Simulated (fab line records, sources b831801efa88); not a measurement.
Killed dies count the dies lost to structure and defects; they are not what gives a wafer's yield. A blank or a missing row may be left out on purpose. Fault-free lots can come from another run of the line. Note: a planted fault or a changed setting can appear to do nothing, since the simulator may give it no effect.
Comparing a struck lot with a sound one -- flow sfq line -- 14 out of 325 route steps
Sound: the wafers L113.1, L113.4, L113.6. Struck: wafer L122.5. (L122.6 of the same lot was not struck and is left out.) The cause comes at the end.
At each step with rows: each side's tool, then ch and its chambers, then its first start. Under that, the readings that differ: sound wafers -- struck wafers -- difference of the means -- sigmas: that difference in standard deviations of wafers without a fault.
alike: a reading whose means differ by less than 2 such deviations, as well as words and numbers matching on both sides. not compared: withheld readings; readings where some wafer has no value; bounds like >300 that might hide an equal value; numbers whose values overlap and for which the record gives no deviation.
Wherever a step has rows on one side only, a row that says differs or no value, or a row with sigmas, the two part there. Numbers that have no deviation but don't overlap get no sigmas and don't part them. Lack of a reading on every wafer of one side parts them only where that side has two or more wafers.

first, 2 steps without rows for these wafers: SFQ_TRILAYER_M5_LITHO_PEB_126 (peb time 60 s); SFQ_TRILAYER_M5_LITHO_DEVELOP_125 (time 60 s).
SFQ_M5_OVL_MEAS_932:
  struck on overlay-02, day 48 03:55; sound on overlay-01, day 46 03:21
  alike: M5_OVL
SFQ_TRILAYER_M5_BARC_OPEN_METAL_ETCH_161: etches BARC in O2, target depth 125 nm, time 41.7 s.
  sound on rie metal-01 ch 0, day 46 03:23; struck on rie metal-01 ch 1, day 48 03:58
reading,sound,struck,difference,sigmas
drypump motor current A (A),5.0 5.0 4.9,5.9,+0.9,+2
  alike: oes product au
  not compared: rf hours counter h
SFQ_TRILAYER_M5_ETCH_METAL_ETCH_126: etches Nb in Cl2/BCl3, stops on SiO2, time 203.2 s, target depth 265 nm.
  sound on rie metal-01 ch 0, day 46 03:30; struck on rie metal-01 ch 1, day 48 04:07
  alike: drypump motor current A, oes product au
  not compared: rf hours counter h
then, 4 steps without rows for these wafers: SFQ_TRILAYER_M5_STRIP_STRIP_127 (strips in O2); SFQ_TRILAYER_M5_STRIP_SOLV_CLEAN_128 (cleans in NMP, time 600 s); SFQ_TRILAYER_A5B_DEP_PECVD_129 (deposits SiO2 from SiH4/N2O, time 133.33 s, target thk 600 nm); SFQ_TRILAYER_A5B_CMP_CMP_130 (polishes, stops on Nb, target thk 340.7 nm).
SFQ_TRILAYER_A5B_METRO_MEASURE_131:
  struck on film metro-04, day 49 21:48; sound on film metro-02, day 47 19:36
  alike: thk nm
SFQ_TRILAYER_R5_DEP_SPUTTER_132: material Ti, target thk 5 nm, time 5 s.
  struck on pvd sputter-05, day 49 22:13; sound on pvd sputter-05, day 47 20:48
  alike: throttle valve pct
SFQ_TRILAYER_R5_DEP_SPUTTER_133: material MoNx, target thk 40 nm, time 66.7 s.
  struck on pvd sputter-05, day 49 22:14; sound on pvd sputter-05, day 47 20:49
  alike: throttle valve pct
SFQ_TRILAYER_R5_DEP_SPUTTER_134: material Ti, target thk 5 nm, time 5 s.
  struck on pvd sputter-05, day 49 22:17; sound on pvd sputter-05, day 47 20:52
reading,sound,struck,difference,sigmas
model.Ti_of_TRILAYER_R5_DEP_SPUTTER_134.thk nm (nm),5.136 5.255 5.041,1.62,-3.52,
  alike: throttle valve pct
SFQ_R5_RS_MEAS_933: the measuring method here is four-point-probe.
  struck on film metro-01, day 49 22:22; sound on film metro-03, day 47 20:53
reading,sound,struck,difference,sigmas
R5_MONX_RS (ohm/sq),7.03 6.98 7.10,7.29,+0.25,+3

## WHERE THEY PART
At SFQ_TRILAYER_M5_BARC_OPEN_METAL_ETCH_161 first; at SFQ_R5_RS_MEAS_933 last (within this record only).

WHY: whatever the simulator had introduced
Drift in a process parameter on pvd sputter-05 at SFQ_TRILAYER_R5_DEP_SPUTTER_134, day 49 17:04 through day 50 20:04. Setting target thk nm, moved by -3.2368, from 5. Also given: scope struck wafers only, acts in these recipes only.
